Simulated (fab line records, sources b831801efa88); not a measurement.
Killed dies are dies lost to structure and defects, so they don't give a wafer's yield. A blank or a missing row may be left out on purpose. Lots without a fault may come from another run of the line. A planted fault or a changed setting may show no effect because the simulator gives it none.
Chamber matching | flow gf180mcu | GF_CONTACT_CMP_27 on cmp-02: 4 sister chambers
The step polishes, stops on SiO2, t overpolish 15 s, target thk 0 nm. 4 wafers are shown with their chamber, then 7 later ones without.

WAFERS WITH THEIR CHAMBER
wafer  | chamber | time_to_endpoint_s (s)
L478.2 | 1       | 76
L480.2 | 2       | 80
L481.2 | 3       | 70
L481.4 | 0       | 77

WAFERS WITHOUT THEIR CHAMBER
wafer  | time_to_endpoint_s (s)
L481.5 | 76
L482.3 | 73
L482.4 | 75
L482.6 | 72
L483.1 | 71
L483.2 | 76
L483.6 | 74

WHICH CHAMBER EACH WENT THROUGH
wafer  | from the rows above          | in truth
L481.5 | can't be placed: 1 or 0      | 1
L482.3 | can't be placed: 1 or 3 or 0 | 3
L482.4 | can't be placed: 1 or 0      | 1
L482.6 | can't be placed: 3 or 1 or 0 | 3
L483.1 | 3                            | 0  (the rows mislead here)
L483.2 | can't be placed: 1 or 0      | 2
L483.6 | can't be placed: 1 or 0 or 3 | 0
Placed correctly: 0 of 7. Can't be placed from these rows: 6 (the true chamber is among the candidates in 5). Placed wrongly: 1.
How it was worked out, from the rows above alone: a wafer's distance from a chamber is the root of the sum, over the readings, of the square of ((its reading less the chamber's mean) divided by the reading's scatter). The wafer belongs to the nearest chamber; if the next one is less than 2 further off, it can't be placed. A chamber's mean is the mean of its shown wafers. The scatter: with one shown wafer a chamber, the root of the mean of the squares of how far each hidden wafer lies from its nearest shown one.
